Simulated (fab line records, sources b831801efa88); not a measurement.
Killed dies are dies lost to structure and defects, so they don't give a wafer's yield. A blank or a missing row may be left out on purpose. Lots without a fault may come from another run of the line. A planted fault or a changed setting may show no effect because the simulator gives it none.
Problem report in the 8D (eight disciplines) form, filled by code | flow sky130 | the parts of the form that need people (team, actions taken, sign-off) are left out

1. THE PROBLEM
heater_power_total_W at SKY_RES_PROTECT_SOFTBAKE_03 reads a mean of 55.89 W on 6 wafers of 2 lots; wafers without a fault read 56.59 W with a standard deviation of 0.048. That is -15 standard deviations from the usual mean.
The step: time 60 s.
First seen on wafer L559.2, day 20 17:25, on litho_track-02. The record holds 42 wafers of 14 lots with a number at this step. Rule for "out", or "out of limits": more than 4 standard deviations from the usual mean. The other wafers with a number count as sound.

2. WHAT IT IS AND WHAT IT IS NOT
question                    | is                                 | is not
which readings at this step | heater_power_total_W, plate_temp_C | -
which lots                  | L559, L562                         | L543, L544, L547, L548, L549, L550, L551, L553, L555, L556, L560, L561
which wafers of those lots  | all that have a number             | -
read on which tools         | litho_track-02                     | litho_track-03, litho_track-04
when                        | from day 20 17:25                  | up to then (30 sound wafers); but 6 sound wafers of L560, L561 came after

3. SUSPECTS, AND WHAT RULES EACH OUT
Counting: a tool at a process step up to the reading stays a suspect if it ran every lot that is out and no sound lot after the first of them.
- litho_track-02 at SKY_RES_PROTECT_SOFTBAKE_03 (time 60 s): kept. It ran every lot that is out, first L559 (day 20 17:25), and no sound lot after that; its last sound lot up to then is L556 (day 19 06:47). Its own readings are out on those wafers: heater_power_total_W, plate_temp_C.
Left after counting: litho_track-02 at SKY_RES_PROTECT_SOFTBAKE_03.

4. THE CAUSE (what the simulator had put in)
Process parameter drift: litho_track-02, from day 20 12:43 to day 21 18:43, at SKY_RES_PROTECT_SOFTBAKE_03. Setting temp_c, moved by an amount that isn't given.
Counting left only this tool.

5. THE CHAIN OF EFFECTS, in route order
Each row: a reading whose mean over the struck wafers that have a number lies more than 3 standard deviations from the usual. Only readings for which the record gives a usual standard deviation are gone through. hours: the time from each lot's start at the first step in this table that gives one to its start at this step, as a median over the lots. sigmas: the change in usual standard deviations.
hours | step                        | reading              | usual   | on struck wafers | change | sigmas
0     | SKY_RES_PROTECT_SOFTBAKE_03 | heater_power_total_W | 56.59 W | 55.89            | -0.70  | -15
0     | SKY_RES_PROTECT_SOFTBAKE_03 | plate_temp_C         | 90.00 C | 89.26            | -0.74  | -5.3
The process steps in it:
- SKY_RES_PROTECT_SOFTBAKE_03: time 60 s.
Later measuring or inspecting steps at which every struck wafer that the step has a row for has a number for every such reading, and none has moved that far: SKY_POLY_GATE_OVL_MEAS_14.

6. WHAT WOULD HAVE CAUGHT IT SOONER
In this record the first reading out of limits was taken at day 20 17:25, 5 hours after the fault began at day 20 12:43.
